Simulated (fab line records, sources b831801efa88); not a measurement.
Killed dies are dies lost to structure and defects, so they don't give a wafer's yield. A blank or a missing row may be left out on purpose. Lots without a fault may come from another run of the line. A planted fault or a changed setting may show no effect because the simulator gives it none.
fab line records | flow sky130
record lots=6 wafers=18 last_day=51
route steps=708 shown CONTACT@418 METAL1@434 VIA1@458 PAD_OPEN@708
lots that met no fault: from a run of the same line without faults
start_h: hours from the record's first day to the start of the lot's first wafer shown | wait_h: hours since the lot's step before | " the same as in the row above | L1.1+2: a row that stands for several wafers | - no value, or no start given | * or withheld: withheld | < > ~ a bound
route shown NAME@n: a module of which the file shows steps, and the number in the route of the first | usual: mean/standard deviation of fault-free wafers | same: alike in all rows | chamber/n: place in a boat | sites: the reading at each site | _std_site: their standard deviation | _edge_site: outer sites' mean less inner sites' | radius_mm: how far each site lies from the wafer's centre | mask NAME#n: copy n | behind: the tool/chamber that last shaped the wafer | hold: why the lot was held/for how many hours/how that ended | device: the transistor (n, p or np) that didn't switch | end of line: the same wafers' tests at the end of the route | a step without rows: its recipe alone | killed: dies lost to structure and defects at the first sort, not the wafer's yield | map: a wafer's dies, x killed, . not, _ none there
set.NAME: the setting as run; set.NAME@STEP: as run at that earlier step | model.NAME: the simulator's own value behind a step, which no gauge read
lots at some steps of the route; a table a step, a row a wafer
services: from which hour (start_h, from the record's first day; less than 0 if before it) a tool's chamber was out of use, for how many hours, and why
## steps
# step SKY_CONTACT_PEB_12
# recipe peb_temp_c=withheld peb_time_s=withheld resist=KrF-thick
# step SKY_CONTACT_DEVELOP_13
# recipe develop_time_s=60 resist=KrF-thick dev_temp_c=21
# step SKY_CONTACT_CD_MEAS_14
# recipe target_cd_nm=170
# usual cd_nm=170.2/1.3
# columns lot.wafer tool chamber start_h wait_h cd_nm
L929.1 cd_sem-01 - 771.47 - 170.4
L929.5 " - " " 171.3
L929.6 " - " " 169.6
L931.3 cd_sem-01 - 779.36 - 168.8
L931.4 " - " " 168.6
L931.5 " - " " 169.1
L938.1 cd_sem-01 - 839.93 - 171.7
L938.2 " - " " 171.9
L938.5 " - " " 171.4
L940.4 cd_sem-01 - 863.93 - 171.8
L940.5 " - " " 171.1
L940.6 " - " " 172.7
L943.1 cd_sem-01 - 878.12 - 171.7
L943.3 " - " " 172.1
L943.5 " - " " 171.5
L948.3 cd_sem-01 - 934.68 - 167.7
L948.4 " - " " 169.8
L948.5 " - " " 167.8
# step SKY_CONTACT_OVL_MEAS_15
# usual CONTACT_OVL=0/6.8
# columns lot.wafer tool chamber start_h wait_h CONTACT_OVL[nm]
L929.1 overlay-02 - 771.59 0.1 -12
L929.5 " - " " -10
L929.6 " - " " -1
L931.3 overlay-01 - 779.45 0.1 0
L931.4 " - " " 3
L931.5 " - " " -9
L938.1 overlay-01 - 840.05 0.1 -2
L938.2 " - " " -5
L938.5 " - " " 7
L940.4 overlay-01 - 864.01 0.1 12
L940.5 " - " " 13
L940.6 " - " " 7
L943.1 overlay-01 - 878.24 0.1 1
L943.3 " - " " 3
L943.5 " - " " -5
L948.3 overlay-01 - 934.77 0.1 -2
L948.4 " - " " -8
L948.5 " - " " -8
# step SKY_CONTACT_ETCH_16
# recipe chemistry=N2/H2 target=BARC ion_energy_ev=200 source_w=500 bias_w=100 pressure_mtorr=30 n2_flow_sccm=100 h2_flow_sccm=200 stop_on=SiO2 time_s=45.9 target_depth_a=600
# usual drypump_motor_current_A=5.9/0.32 oes_product_au=0.855/0.0048 throttle_valve_pct=13.225/0.0089
# columns lot.wafer tool chamber start_h wait_h drypump_motor_current_A oes_product_au rf_hours_counter_h throttle_valve_pct
L929.1 rie_diel-04 3 771.62 0.0 5.9 0.853 5 13.239
L929.5 " 1 " " 5.9 0.855 - 13.231
L929.6 " 3 " " 6.0 0.861 - 13.227
L931.3 rie_diel-04 1 779.47 0.0 5.8 0.864 3 13.226
L931.4 " 2 " " 6.5 0.857 6 13.229
L931.5 " 2 " " 6.5 0.855 - 13.212
L938.1 rie_diel-04 0 840.09 0.0 5.7 0.852 16 13.230
L938.2 " 1 " " 5.9 0.853 5 13.223
L938.5 " 3 " " 6.0 0.858 - 13.245
L940.4 rie_diel-02 3 864.04 0.0 5.4 0.858 - 13.223
L940.5 " 2 " " 5.8 0.847 - 13.216
L940.6 " 1 " " 5.7 0.852 - 13.216
L943.1 rie_diel-04 1 878.27 0.0 5.8 0.865 7 13.223
L943.3 " 0 " " 5.7 0.849 17 13.220
L943.5 " 2 " " 6.4 0.856 - 13.232
L948.3 rie_diel-02 1 934.79 0.0 5.7 0.860 1 13.208
L948.4 " 3 " " 5.5 0.864 22 13.225
L948.5 " 2 " " 5.8 0.864 - 13.241
# step SKY_CONTACT_ETCH_17
# recipe target=SiO2 chemistry=C4F8/O2/Ar stop_on=Si3N4 mask_material=KrF-thick source_w=1500 bias_w=1200 pressure_mtorr=40 c4f8_flow_sccm=withheld O2_flow_sccm=6 Ar_flow_sccm=300 time_s=withheld target_depth_a=3400
# step SKY_CONTACT_ETCH_18
# recipe target=Si3N4 chemistry=CHF3/O2 stop_on=TiN source_w=600 bias_w=200 pressure_mtorr=40 chf3_flow_sccm=50 O2_flow_sccm=5 time_s=39 target_depth_a=750
# step SKY_CONTACT_STRIP_19
# recipe chemistry=O2/N2 power_w=1400 pressure_mtorr=1500 platen_temp_c=withheld o2_flow_sccm=3000 n2_flow_sccm=300 overash_fraction=0.5
# step SKY_CONTACT_STRIP_20
# recipe chemistry=post_etch_residue_remover time_s=1200 temp_c=72.5
# step SKY_CONTACT_CLEAN_21
# recipe chemistry=IPA time_s=180 temp_c=25
# step SKY_CONTACT_CLEAN_22
# recipe chemistry=O3/DIW dry=n2_spin
# step SKY_CONTACT_SPUTTER_23
# recipe material=TiN target_thk_nm=20 chamber_pressure_pa=5 power_w=4000 time_s=80
# step SKY_CONTACT_CVD_24
# recipe material=W target_thk_nm=340 time_s=102.12 temp_c=400 pressure_torr=40
# usual heater_power_w=954/100
# columns lot.wafer tool chamber start_h wait_h heater_power_w
L929.1 cvd_w-01 0 772.42 0.0 999
L929.5 " 1 " " 833
L929.6 " 0 " " 1026
L931.3 cvd_w-01 0 780.30 0.1 1025
L931.4 " 1 " " 820
L931.5 " 1 " " 830
L938.1 cvd_w-02 0 840.97 0.0 901
L938.2 " 1 " " 1063
L938.5 " 0 " " 887
L940.4 cvd_w-02 1 864.86 0.1 1071
L940.5 " 0 " " 894
L940.6 " 1 " " 1082
L943.1 cvd_w-01 0 879.06 0.0 1046
L943.3 " 0 " " 1037
L943.5 " 0 " " 1022
L948.3 cvd_w-02 0 936.13 0.1 898
L948.4 " 1 " " 1053
L948.5 " 1 " " 1076
# step SKY_CONTACT_RS_MEAS_25
# recipe thk_meas_gauge=four-point-probe reads=W_of_CONTACT_CVD_24+TiN_of_CONTACT_SPUTTER_23
# usual CONTACT_W_RS=0.336/0.0041
# columns lot.wafer tool chamber start_h wait_h CONTACT_W_RS[ohm/sq]
L929.1 film_metro-01 - 772.53 0.1 0.328
L929.5 " - " " 0.336
L929.6 " - " " 0.331
L931.3 film_metro-03 - 780.42 0.1 0.329
L931.4 " - " " 0.330
L931.5 " - " " 0.327
L938.1 film_metro-03 - 841.08 0.1 0.338
L938.2 " - " " 0.334
L938.5 " - " " 0.338
L940.4 film_metro-01 - 864.99 0.1 0.335
L940.5 " - " " 0.333
L940.6 " - " " 0.332
L943.1 film_metro-01 - 879.17 0.1 0.331
L943.3 " - " " 0.331
L943.5 " - " " 0.330
L948.3 film_metro-04 - 936.24 0.1 0.343
L948.4 " - " " 0.339
L948.5 " - " " 0.336
# step SKY_CONTACT_THK_MEAS_26
# recipe thk_meas_gauge=xrf reads=W_of_CONTACT_CVD_24
# usual CONTACT_W_THK=336/4.5
# columns lot.wafer tool chamber start_h wait_h CONTACT_W_THK[nm]
L929.1 film_metro-01 - 772.65 0.1 343
L929.5 " - " " 333
L929.6 " - " " 338
L931.3 film_metro-03 - 780.52 0.1 341
L931.4 " - " " 344
L931.5 " - " " 346
L938.1 film_metro-03 - 841.20 0.1 334
L938.2 " - " " 337
L938.5 " - " " 334
L940.4 film_metro-01 - 865.08 0.1 338
L940.5 " - " " 339
L940.6 " - " " 340
L943.1 film_metro-01 - 879.29 0.1 345
L943.3 " - " " 346
L943.5 " - " " 345
L948.3 film_metro-04 - 936.34 0.1 331
L948.4 " - " " 334
L948.5 " - " " 336
# step SKY_CONTACT_CMP_27
# recipe stop_on=SiO2 t_overpolish_s=15 down_force_psi=3.5 platen_rpm=60 target_thk_nm=0 pad_velocity_m_s=0.94248
# step SKY_METAL1_SPUTTER_00
# recipe material=Ti target_thk_nm=15 power_w=3000 time_s=10 chamber_pressure_pa=0.3896
# step SKY_METAL1_SPUTTER_01
# recipe material=TiN target_thk_nm=20 power_w=6500 time_s=16.7 chamber_pressure_pa=0.4
# step SKY_METAL1_SPUTTER_02
# recipe material=AlCu target_thk_nm=250 power_w=10600 time_s=13.3 chamber_pressure_pa=0.4
# step SKY_METAL1_SPUTTER_03
# recipe material=Ti target_thk_nm=5 power_w=3000 time_s=3.3 chamber_pressure_pa=0.4
# usual throttle_valve_pct=29.5/1.1
# columns lot.wafer tool chamber start_h wait_h throttle_valve_pct
L929.1 pvd_sputter-04 - 773.08 0.0 30.5
L929.5 " - " " 30.6
L929.6 " - " " 28.9
L931.3 pvd_sputter-02 - 780.93 0.0 30.0
L931.4 " - " " 29.4
L931.5 " - " " 30.0
L938.1 pvd_sputter-02 - 841.63 0.0 29.6
L938.2 " - " " 29.2
L938.5 " - " " 27.2
L940.4 pvd_sputter-02 - 865.48 0.0 29.5
L940.5 " - " " 30.1
L940.6 " - " " 29.4
L943.1 pvd_sputter-01 - 879.72 0.0 32.1
L943.3 " - " " 29.6
L943.5 " - " " 30.1
L948.3 pvd_sputter-04 - 936.79 0.0 29.9
L948.4 " - " " 29.9
L948.5 " - " " 29.2
# step SKY_METAL1_SPUTTER_04
# recipe material=TiN target_thk_nm=70 power_w=6500 time_s=58.3 chamber_pressure_pa=0.4
# usual throttle_valve_pct=29.5/1.1
# columns lot.wafer tool chamber start_h wait_h throttle_valve_pct
L929.1 pvd_sputter-04 - 773.10 0.0 30.2
L929.5 " - " " 30.3
L929.6 " - " " 28.9
L931.3 pvd_sputter-02 - 780.95 0.0 29.7
L931.4 " - " " 29.5
L931.5 " - " " 30.0
L938.1 pvd_sputter-02 - 841.65 0.0 29.6
L938.2 " - " " 29.3
L938.5 " - " " 27.2
L940.4 pvd_sputter-02 - 865.50 0.0 29.3
L940.5 " - " " 29.8
L940.6 " - " " 29.5
L943.1 pvd_sputter-01 - 879.74 0.0 31.8
L943.3 " - " " 29.6
L943.5 " - " " 30.2
L948.3 pvd_sputter-04 - 936.81 0.0 30.0
L948.4 " - " " 29.7
L948.5 " - " " 28.9
# step SKY_METAL1_RS_MEAS_05
# recipe thk_meas_gauge=four-point-probe reads=TiN_of_METAL1_SPUTTER_04+Ti_of_METAL1_SPUTTER_03+AlCu_of_METAL1_SPUTTER_02+TiN_of_METAL1_SPUTTER_01+Ti_of_METAL1_SPUTTER_00
# usual METAL1_ALCU_RS=0.1271/0.0012
# columns lot.wafer tool chamber start_h wait_h METAL1_ALCU_RS[ohm/sq]
L929.1 film_metro-02 - 773.15 0.0 0.1259
L929.5 " - " " 0.1249
L929.6 " - " " 0.1273
L931.3 film_metro-03 - 781.04 0.1 0.1262
L931.4 " - " " 0.1267
L931.5 " - " " 0.1270
L938.1 film_metro-02 - 841.70 0.0 0.1267
L938.2 " - " " 0.1267
L938.5 " - " " 0.1277
L940.4 film_metro-02 - 865.61 0.1 0.1262
L940.5 " - " " 0.1272
L940.6 " - " " 0.1273
L943.1 film_metro-01 - 879.79 0.0 0.1253
L943.3 " - " " 0.1261
L943.5 " - " " 0.1264
L948.3 film_metro-01 - 936.90 0.1 0.1275
L948.4 " - " " 0.1271
L948.5 " - " " 0.1294
# step SKY_METAL1_THK_MEAS_06
# recipe thk_meas_gauge=xrf reads=AlCu_of_METAL1_SPUTTER_02
# usual METAL1_ALCU_THK=246/3.2
# columns lot.wafer tool chamber start_h wait_h METAL1_ALCU_THK[nm]
L929.1 film_metro-02 - 773.27 0.1 250
L929.5 " - " " 252
L929.6 " - " " 247
L931.3 film_metro-03 - 781.14 0.1 244
L931.4 " - " " 247
L931.5 " - " " 243
L938.1 film_metro-02 - 841.82 0.1 249
L938.2 " - " " 248
L938.5 " - " " 249
L940.4 film_metro-02 - 865.70 0.1 249
L940.5 " - " " 247
L940.6 " - " " 245
L943.1 film_metro-01 - 879.91 0.1 249
L943.3 " - " " 247
L943.5 " - " " 246
L948.3 film_metro-01 - 937.00 0.1 242
L948.4 " - " " 242
L948.5 " - " " 238
# step SKY_METAL1_DEHYDRATE_07
# recipe temp_c=200 time_s=60
# step SKY_METAL1_HMDS_08
# recipe prime_time_s=60 prime_temp_c=120
# step SKY_METAL1_COAT_09
# recipe resist=BARC temp_c=withheld time_s=withheld spin_rpm=3000 resist_thk_nm=60
# step SKY_METAL1_COAT_10
# recipe resist=KrF-thick spin_rpm=3000 resist_thk_nm=450
# step SKY_METAL1_SOFTBAKE_11
# recipe temp_c=100 time_s=90 resist=KrF-thick
# step SKY_METAL1_EXPOSE_12
# recipe mask_id=MM1 na=0.8 source_shape=annular sigma_inner=0.55 sigma_outer=0.85 target_cd_nm=140 dose_mj=28
# step SKY_METAL1_PEB_13
# recipe peb_temp_c=withheld peb_time_s=withheld resist=KrF-thick
# step SKY_METAL1_DEVELOP_14
# recipe develop_time_s=60 resist=KrF-thick dev_temp_c=21
# step SKY_METAL1_CD_MEAS_15
# recipe target_cd_nm=140
# usual cd_nm=140.7/1.6
# columns lot.wafer tool chamber start_h wait_h cd_nm
L929.1 cd_sem-01 - 799.74 - 141.8
L929.5 " - " " 140.7
L929.6 " - " " 142.4
L931.3 cd_sem-02 - 807.63 - 137.7
L931.4 " - " " 139.1
L931.5 " - " " 138.1
L938.1 cd_sem-02 - 867.42 - 141.6
L938.2 " - " " 140.4
L938.5 " - " " 141.7
L940.4 cd_sem-01 - 891.63 - 139.1
L940.5 " - " " 140.2
L940.6 " - " " 140.6
L943.1 cd_sem-02 - 906.19 - 141.4
L943.3 " - " " 141.8
L943.5 " - " " 142.4
L948.3 cd_sem-02 - 961.96 - 140.5
L948.4 " - " " 140.4
L948.5 " - " " 142.2
# step SKY_METAL1_OVL_MEAS_16
# usual METAL1_OVL=-3/6.6
# columns lot.wafer tool chamber start_h wait_h METAL1_OVL[nm]
L929.1 overlay-02 - 799.86 0.1 0
L929.5 " - " " -1
L929.6 " - " " 1
L931.3 overlay-01 - 807.72 0.1 2
L931.4 " - " " -1
L931.5 " - " " -7
L938.1 overlay-01 - 867.54 0.1 -2
L938.2 " - " " -10
L938.5 " - " " -7
L940.4 overlay-01 - 891.71 0.1 -3
L940.5 " - " " -10
L940.6 " - " " -7
L943.1 overlay-01 - 906.31 0.1 -17
L943.3 " - " " -12
L943.5 " - " " -15
L948.3 overlay-01 - 962.05 0.1 3
L948.4 " - " " -5
L948.5 " - " " 2
# step SKY_METAL1_DESCUM_17
# recipe chemistry=O2 source_power_w=150 bias_power_w=0 pressure_mtorr=10 temp_c=40 time_s=8
# step SKY_METAL1_ETCH_18
# recipe chemistry=N2/H2 target=BARC ion_energy_ev=200 bias_w=100 pressure_mtorr=30 n2_flow_sccm=100 h2_flow_sccm=200 icp_w=500 stop_on=SiO2 time_s=45.9 target_depth_a=600
# usual drypump_motor_current_A=5.7/0.3 oes_product_au=0.854/0.0046 throttle_valve_pct=13.226/0.0087
# columns lot.wafer tool chamber start_h wait_h drypump_motor_current_A oes_product_au rf_hours_counter_h throttle_valve_pct
L929.1 rie_metal-02 1 799.96 0.1 5.4 0.849 4 13.222
L929.5 " 1 " " 5.4 0.859 - 13.218
L929.6 " 1 " " 5.3 0.851 - 13.215
L931.3 rie_metal-02 0 807.80 0.0 6.1 0.856 - 13.233
L931.4 " 1 " " 5.4 0.854 - 13.215
L931.5 " 0 " " 6.2 0.851 - 13.240
L938.1 rie_metal-03 0 867.64 0.1 5.5 0.853 15 13.216
L938.2 " 0 " " 5.5 0.860 - 13.234
L938.5 " 0 " " 5.5 0.851 - 13.225
L940.4 rie_metal-02 0 891.79 0.0 6.2 0.854 - 13.235
L940.5 " 1 " " 5.4 0.868 - 13.224
L940.6 " 0 " " 6.2 0.853 - 13.237
L943.1 rie_metal-03 0 906.41 0.1 5.5 0.858 16 13.226
L943.3 " 0 " " 5.5 0.852 - 13.226
L943.5 " 0 " " 5.5 0.851 - 13.224
L948.3 rie_metal-02 0 962.13 0.0 6.2 0.858 - 13.233
L948.4 " 1 " " 5.4 0.852 - 13.226
L948.5 " 0 " " 6.2 0.859 - 13.219
# step SKY_METAL1_METAL_ETCH_19
# recipe target_depth_a=3600 stop_on=SiO2 over_etch_frac=0.279 time_s=78 chemistry=Cl2/BCl3 resist_sidewall_deg=88 pressure_mtorr=10 icp_w=900 bias_w=48.5 Cl2_flow_sccm=60 bcl3_flow_sccm=30
# usual bcl3_flow_sccm=30.01/0.088 drypump_motor_current_A=5.7/0.31 oes_product_au=0.861/0.0051 throttle_valve_pct=22.265/0.009
# columns lot.wafer tool chamber start_h wait_h bcl3_flow_sccm drypump_motor_current_A oes_product_au rf_hours_counter_h throttle_valve_pct
L929.1 rie_metal-02 1 800.08 0.1 30.15 5.4 0.861 4 22.288
L929.5 " 1 " " 30.03 5.4 0.869 - 22.261
L929.6 " 1 " " 30.13 5.4 0.858 - 22.244
L931.3 rie_metal-02 0 807.87 0.1 30.08 6.2 0.861 - 22.260
L931.4 " 1 " " 29.95 5.4 0.860 - 22.248
L931.5 " 0 " " 30.02 6.1 0.857 - 22.263
L938.1 rie_metal-03 0 867.76 0.1 29.92 5.5 0.855 15 22.265
L938.2 " 0 " " 29.99 5.5 0.866 - 22.285
L938.5 " 0 " " 30.11 5.4 0.859 - 22.273
L940.4 rie_metal-02 0 891.89 0.1 30.04 6.2 0.866 - 22.274
L940.5 " 1 " " 29.95 5.4 0.862 - 22.274
L940.6 " 0 " " 29.82 6.2 0.858 - 22.266
L943.1 rie_metal-03 0 906.53 0.1 30.08 5.5 0.869 16 22.255
L943.3 " 0 " " 30.05 5.5 0.863 - 22.257
L943.5 " 0 " " 30.01 5.5 0.854 - 22.274
L948.3 rie_metal-02 0 962.20 0.1 29.96 6.2 0.869 - 22.260
L948.4 " 1 " " 29.87 5.4 0.861 - 22.256
L948.5 " 0 " " 29.92 6.2 0.858 - 22.248
# step SKY_METAL1_STRIP_20
# recipe chemistry=O2/N2 power_w=1400 pressure_mtorr=1500 platen_temp_c=withheld o2_flow_sccm=3000 n2_flow_sccm=300 overash_fraction=0.5
# step SKY_METAL1_STRIP_21
# recipe chemistry=post_etch_residue_remover time_s=1200 temp_c=72.5
# step SKY_METAL1_CLEAN_22
# recipe chemistry=IPA time_s=180 temp_c=25
# step SKY_METAL1_CLEAN_23
# recipe chemistry=O3/DIW dry=n2_spin
# step SKY_VIA1_HDPCVD_00
# recipe material=SiO2 target_thk_nm=1030 sigma_open_frac=0.3 time_s=171.7 temp_c=400 sih4_flow_sccm=60 pressure_mtorr=6
# step SKY_VIA1_THK_MEAS_01
# recipe reads=SiO2_of_VIA1_HDPCVD_00
# usual VIA1_HDPCVD_THK=1033/9.2
# columns lot.wafer tool chamber start_h wait_h VIA1_HDPCVD_THK[nm]
L929.1 film_metro-04 - 800.97 0.1 1043
L929.5 " - " " 1027
L929.6 " - " " 1046
L931.3 film_metro-04 - 808.65 0.1 1036
L931.4 " - " " 1017
L931.5 " - " " 1040
L938.1 film_metro-02 - 868.72 0.1 1030
L938.2 " - " " 1038
L938.5 " - " " 1037
L940.4 film_metro-04 - 892.71 0.0 1023
L940.5 " - " " 1039
L940.6 " - " " 1019
L943.1 film_metro-04 - 907.46 0.1 1019
L943.3 " - " " 1025
L943.5 " - " " 1038
L948.3 film_metro-02 - 962.98 0.1 1040
L948.4 " - " " 1041
L948.5 " - " " 1045
# step SKY_PAD_OPEN_PROBE_99
# usual killed_at_M0_to_M3=43/6.8 killed_at_M4_up=3.1/1.8 killed_at_contacts=25/5.8 killed_at_front_end=15/4.2 killed_at_other=0.3/0.5 killed_dies=87/9.7 killed_open=47/7.3 killed_short=39/6.6
# same gross_dies=492 killed_at_back_side=0
# columns lot.wafer tool chamber start_h wait_h killed_at_M0_to_M3 killed_at_M4_up killed_at_contacts killed_at_front_end killed_at_other killed_dies killed_open killed_short
L931.3 prober-02 - 1111.20 0.2 43 3 22 16 0 84 44 40
L931.4 prober-02 - 1111.25 0.2 43 2 24 18 0 87 43 44
L931.5 prober-02 - 1111.30 0.2 48 3 23 11 0 85 50 35
L938.1 prober-01 - 1155.68 0.1 47 0 77 20 0 144 46 47
L938.2 prober-01 - 1155.73 0.1 47 1 67 18 1 134 46 40
L938.5 prober-01 - 1155.88 0.2 53 4 74 14 0 145 47 45
L940.4 prober-01 - 1173.89 0.2 36 1 61 15 1 114 40 33
L940.5 prober-01 - 1173.94 0.2 33 4 72 14 0 123 39 31
L940.6 prober-01 - 1173.99 0.2 25 5 65 8 0 103 29 26
L943.1 prober-02 - 1181.86 0.1 41 1 21 9 1 73 39 34
L943.3 prober-02 - 1181.96 0.2 47 2 33 10 1 93 49 44
L943.5 prober-02 - 1182.06 0.2 28 3 25 18 0 74 37 37
L948.3 prober-02 - 1214.76 0.2 42 2 31 13 0 88 51 37
L948.4 prober-02 - 1214.81 0.2 35 2 28 14 0 79 41 38
L948.5 prober-02 - 1214.86 0.2 40 4 28 19 1 92 48 44
# killed by level:class
L931.3 VIA2:geometric_particle:open=10 LI_CONTACT:geometric_particle:open=7 METAL2:geometric_particle:short=7 METAL1:geometric_particle:short=6 VIA3:geometric_particle:open=6 CONTACT:geometric_particle:open=5 POLY_GATE:geometric_particle:open=5 LI_CONTACT:geometric_particle:short=5
L931.4 VIA1:geometric_particle:open=11 FIELD_ISO:geometric_particle:open=7 METAL1:geometric_particle:short=6 LI_CONTACT:geometric_particle:open=6 VIA1:geometric_particle:short=6 POLY_GATE:geometric_particle:short=5 CONTACT:geometric_particle:short=5 CONTACT:geometric_particle:open=5
L931.5 VIA3:geometric_particle:open=13 VIA1:geometric_particle:open=9 CONTACT:geometric_particle:short=8 CONTACT:geometric_particle:open=7 VIA2:geometric_particle:open=5 LI_CONTACT:geometric_particle:open=5 VIA1:geometric_particle:short=5 METAL1:geometric_particle:open=4
L938.1 CONTACT:unspecified=51 VIA1:geometric_particle:open=19 CONTACT:geometric_particle:open=7 FIELD_ISO:geometric_particle:short=6 LOCAL_INTERCONNECT:geometric_particle:short=6 CONTACT:geometric_particle:short=6 POLY_GATE:geometric_particle:short=5 LI_CONTACT:geometric_particle:open=5
L938.2 CONTACT:unspecified=48 VIA1:geometric_particle:open=13 CONTACT:geometric_particle:open=8 POLY_GATE:geometric_particle:short=6 VIA3:geometric_particle:open=6 METAL1:geometric_particle:short=5 METAL2:geometric_particle:short=5 FIELD_ISO:geometric_particle:open=4
L938.5 CONTACT:unspecified=53 VIA1:geometric_particle:open=9 CONTACT:geometric_particle:open=9 METAL2:geometric_particle:short=8 VIA2:geometric_particle:open=8 FIELD_ISO:geometric_particle:short=7 METAL1:geometric_particle:short=7 VIA1:geometric_particle:short=5
L940.4 CONTACT:unspecified=41 METAL2:geometric_particle:short=7 VIA2:geometric_particle:open=7 VIA1:geometric_particle:open=5 LI_CONTACT:geometric_particle:open=5 CONTACT:geometric_particle:short=5 CONTACT:geometric_particle:open=5 VIA1:geometric_particle:short=5
L940.5 CONTACT:unspecified=53 LI_CONTACT:geometric_particle:open=7 VIA3:geometric_particle:open=7 VIA1:geometric_particle:open=6 METAL3:geometric_particle:short=5 FIELD_ISO:geometric_particle:short=4 CONTACT:geometric_particle:open=4 METAL2:geometric_particle:short=4
L940.6 CONTACT:unspecified=48 VIA2:geometric_particle:open=8 CONTACT:geometric_particle:open=6 METAL4:geometric_particle:short=5 FIELD_ISO:geometric_particle:open=3 LI_CONTACT:geometric_particle:open=3 LOCAL_INTERCONNECT:geometric_particle:short=3 VIA1:geometric_particle:open=3
L943.1 CONTACT:geometric_particle:open=9 METAL1:geometric_particle:short=6 VIA1:geometric_particle:open=6 VIA2:geometric_particle:open=6 CONTACT:geometric_particle:short=4 VIA1:geometric_particle:short=4 METAL2:geometric_particle:short=4 VIA3:geometric_particle:short=4
L943.3 CONTACT:geometric_particle:open=13 VIA1:geometric_particle:open=11 LI_CONTACT:geometric_particle:open=7 METAL2:geometric_particle:short=6 CONTACT:geometric_particle:short=6 VIA2:geometric_particle:open=6 VIA1:geometric_particle:short=6 LI_CONTACT:geometric_particle:short=5
L943.5 CONTACT:geometric_particle:open=7 LI_CONTACT:geometric_particle:short=5 METAL1:geometric_particle:short=5 VIA2:geometric_particle:open=5 FIELD_ISO:geometric_particle:short=4 POLY_GATE:geometric_particle:open=4 LOCAL_INTERCONNECT:geometric_particle:short=4 LOCAL_INTERCONNECT:geometric_particle:open=4
L948.3 CONTACT:geometric_particle:open=14 VIA3:geometric_particle:open=11 LI_CONTACT:geometric_particle:open=6 CONTACT:geometric_particle:short=6 VIA1:geometric_particle:open=6 FIELD_ISO:geometric_particle:open=5 VIA1:geometric_particle:short=5 VIA2:geometric_particle:open=5
L948.4 CONTACT:geometric_particle:open=9 LOCAL_INTERCONNECT:geometric_particle:short=8 VIA1:geometric_particle:short=6 VIA2:geometric_particle:open=6 VIA1:geometric_particle:open=5 VIA3:geometric_particle:open=5 POLY_GATE:geometric_particle:open=4 LI_CONTACT:geometric_particle:open=4
L948.5 CONTACT:geometric_particle:open=11 FIELD_ISO:geometric_particle:short=10 VIA1:geometric_particle:open=8 LI_CONTACT:geometric_particle:open=6 FIELD_ISO:geometric_particle:open=5 LOCAL_INTERCONNECT:geometric_particle:short=5 CONTACT:geometric_particle:short=5 VIA2:geometric_particle:open=5
# map L938.5 (x killed, . not)
__________xx.x...x.._________
________.x...........x_______
______x....x...x.......x_____
_____x....xx.......x....x____
____.......x.xxx......x...___
___.x.x.x.x.xx.x...........__
__.x.x....xxxxxx...x...x..xx_
_.x..x..xxxxxxxxxx.x.........
_..x...x.xxxxxxx..........x..
_..x.x..xxxxxxxxx.x..........
_xx.x..xxxxxxxxxxx.....x...x.
_....x.x.x.xxxxxx....x..x..x.
_.x.x.....xx.....x..........x
_...x.......xxx....x.xx...x..
_....xxx.x...........xx.....x
__.....x.........xx..x.....x_
___........x.....x......x.x__
____.............x.......x___
_____.x.x.x...x..........____
______.x...............x_____
________.xx.....x..x.._______
__________....x....._________
# map L940.5 (x killed, . not)
__________x....xx..x_________
________....x....x..x._______
______............x....._____
_____x.x.......x..x......____
____.........x........x...___
___.x..x..x.x.........x.x..__
__x...xxxxxxxxxx......x.x..._
_...x..x.xxxxxxx.x....x.x.xx.
_...x...xxxxxxxxx........x...
_.......xxxxxxxxx............
_........xxxxxxxx..x.........
_..x...x..xxxxxx........x..x.
_..x.x....x..x.xx............
_x........xxx...x............
_.......x..x...............x.
__x........x.........x.x...x_
___....x.......xx.x......xx__
____.....xx..x....x......x___
_____.......x..xx........____
______.........x.xx....._____
________.............._______
__________........x._________
## services
# columns tool chamber start_h hours kind
rie_metal-02 - 748.32 1.4 repair
rie_diel-04 0 765.69 6.6 repair
rie_metal-03 - 771.22 4.3 pm
rie_diel-02 3 790.15 6.4 repair
cvd_w-02 - 799.67 2.8 pm
rie_diel-04 - 805.43 0.8 repair
pvd_sputter-01 - 818.93 2.9 repair
rie_diel-04 - 819.53 0.8 repair
pvd_sputter-02 - 820.47 1.4 repair
rie_diel-02 3 839.92 6.0 repair
rie_diel-02 - 840.00 0.2 repair
rie_metal-02 1 849.39 1.5 repair
cvd_w-02 - 856.38 1.2 repair
cvd_w-01 1 863.11 6.3 repair
cvd_w-01 - 866.41 0.7 repair
rie_metal-03 1 866.77 1.2 repair
pvd_sputter-01 - 874.92 3.5 repair
rie_diel-04 2 893.15 5.9 repair
cvd_w-01 - 904.00 14.0 pm
rie_metal-03 1 904.62 6.2 repair
rie_diel-02 1 919.02 6.1 repair
pvd_sputter-02 - 919.42 3.8 repair
pvd_sputter-04 - 944.69 2.5 repair
rie_diel-02 - 962.18 28.1 pm
## key
first_sign step=SKY_PAD_OPEN_PROBE_99 reading=killed_at_contacts direction=up sigmas=7.7 usual=25 struck=69
effect step=SKY_PAD_OPEN_PROBE_99 reading=killed_dies direction=up sigmas=4.2 usual=87 struck=127
met_at SKY_CONTACT_CVD_24
struck_wafers L938.1,L938.2,L938.5,L940.4,L940.5,L940.6
tester_left_out L938,L940
also_fits SKY_METAL1_SPUTTER_03:pvd_sputter-02,SKY_METAL1_SPUTTER_04:pvd_sputter-02
fault kind=chamber_particle_source tool=cvd_w-02 chamber=- onset_h=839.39 steps=SKY_CONTACT_CVD_24 rate_per_visit_cm2=0.68211 end_h=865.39
# tester_left_out: of these lots the tester's yield and bins aren't shown, on N5 and GAA mostly nor the transistor test; their killed dies are dies lost to structure and defects alone, not to doping, threshold or leakage, so they don't give the yield
